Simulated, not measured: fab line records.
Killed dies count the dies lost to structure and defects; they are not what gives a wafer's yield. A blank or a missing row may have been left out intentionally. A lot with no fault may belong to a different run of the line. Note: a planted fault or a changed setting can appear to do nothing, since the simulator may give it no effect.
Struck lot and sound lot, side by side | flow sky130 | 23 steps out of a route of 708
Sound: these wafers, L319.2, L319.4, L319.5. The struck wafers were L306.1, L306.2, L306.4. Last of all comes the cause.
Each step with rows lists, per side, the tool, then ch with its chambers, then its first start. Under that, the readings that differ: sound wafers | struck wafers | difference of the means | sigmas: that difference in standard deviations of wafers without a fault.
alike: words and numbers the same on both sides, and readings whose means are apart by under 2 such deviations; not compared: readings that were withheld, readings missing a value for some wafer, numbers with overlapping values and no deviation given by the record, and bounds like >300 which may hide the same value.
Wherever a step has rows on one side only, a row that says differs or no value, or a row with sigmas, the two part there. When numbers do not overlap yet have no deviation, they are printed without sigmas and do not part them. Lack of a reading on every wafer of one side parts them only where that side has two or more wafers.

first, 1 step without rows for these wafers: SKY_POLY_GATE_OXIDATION_20 (stabilise 600 s, purge 300 s, target thk 4 nm).
SKY_POLY_GATE_THK_MEAS_21:
  sound on filmMetro-02, day 24 00:38; struck on filmMetro-04, day 19 08:43
  alike: POLY_GATE_OXIDATION_THK
SKY_POLY_GATE_CD_MEAS_22:
  sound on cdSem-02, day 24 00:43; struck on cdSem-01, day 19 08:47
  alike: cdNm
then, 7 steps without rows for these wafers: SKY_LDD_N_DEHYDRATE_00 (time 60 s); SKY_LDD_N_HMDS_01 (prime time 60 s); SKY_LDD_N_COAT_02 (resist thk 300 nm); SKY_LDD_N_SOFTBAKE_03 (time 60 s); SKY_LDD_N_EXPOSE_04 (exposes mask NTM, target cd 840 nm); SKY_LDD_N_PEB_05; SKY_LDD_N_DEVELOP_06 (develop time 60 s).
SKY_LDD_N_OVL_MEAS_07:
  sound on overlay-02, day 25 06:53; struck on overlay-02, day 20 15:40
  alike: LDD_N_OVL
then, 1 step without rows for these wafers: SKY_LDD_N_IMPLANT_08.
SKY_LDD_N_IMPLANT_09:
  sound on implanter-02 ch 0, day 25 07:05; struck on implanter-03 ch 0, day 20 15:51
reading          | sound                         | struck                        | difference | sigmas
doseIonsCm2      | 7.503e+13 7.505e+13 7.523e+13 | 3.231e+13 3.227e+13 3.242e+13 | -4.277e+13 | -99 or more
faradayCurrentUA | 427 424 410                   | 188 181 179                   | -238       | -28
then, 6 steps without rows for these wafers: SKY_LDD_N_IMPLANT_10; SKY_LDD_N_IMPLANT_11; SKY_LDD_N_IMPLANT_12; SKY_LDD_N_IMPLANT_13; SKY_LDD_N_IMPLANT_14; SKY_LDD_N_IMPLANT_15.
SKY_LDD_N_STRIP_16: strips in O2/N2.
  sound on plasmaAsher-03 ch 0,1, day 25 08:07; struck on plasmaAsher-03 ch 0,1, day 20 16:54
reading                  | sound             | struck            | difference | sigmas
stripTimeToEndpointS (s) | 4.352 4.332 4.315 | 4.209 4.175 4.190 | -0.142     | -10
  alike: drypumpMotorCurrentA, oesProductAu
  not compared: rfHoursCounterH
SKY_LDD_N_TW_MEAS_17:
  sound on filmMetro-03, day 25 08:14; struck on filmMetro-01, day 20 17:00
reading  | sound          | struck         | difference | sigmas
LDD_N_TW | 2598 2592 2581 | 2516 2527 2534 | -65        | -5
then, 1 step without rows for these wafers: SKY_LDD_P_DEHYDRATE_00 (time 60 s).
-- here the record skips 27 days between the struck wafers' starts before and after, leaving off in module LDD_P and picking up in module PAD_OPEN (first step shown: number 708 of the route) --
SKY_PAD_OPEN_PROBE_99:
  sound on prober-01, day 50 12:12; struck on prober-01, day 47 19:46
reading                                  | sound                | struck              | difference | sigmas
model.etest.tipN.rsOhmSq                 | 448.2 446.4 446.9    | 487.8 484.4 488.4   | +39.7      | 
model.etest.nfet_01v8_swapped.vtSatV (V) | 0.6399 0.6441 0.6398 | 0.673 0.6673 0.6743 | +0.030     | 
  alike: killed_at_M0_to_M3, killed_at_M4_up, killedAtContacts, killedAtFrontEnd, killedAtOther, killedDies, killedOpen, killedShort

## WHERE THEY PART
Last at SKY_LDD_N_TW_MEAS_17 as far as this record goes, first at SKY_LDD_N_IMPLANT_09. Later steps at which nothing parts them and some readings are alike: SKY_PAD_OPEN_PROBE_99.

WHY: whatever the simulator had introduced
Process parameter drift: implanter-03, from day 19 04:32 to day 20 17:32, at SKY_LDD_N_IMPLANT_09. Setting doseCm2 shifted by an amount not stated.
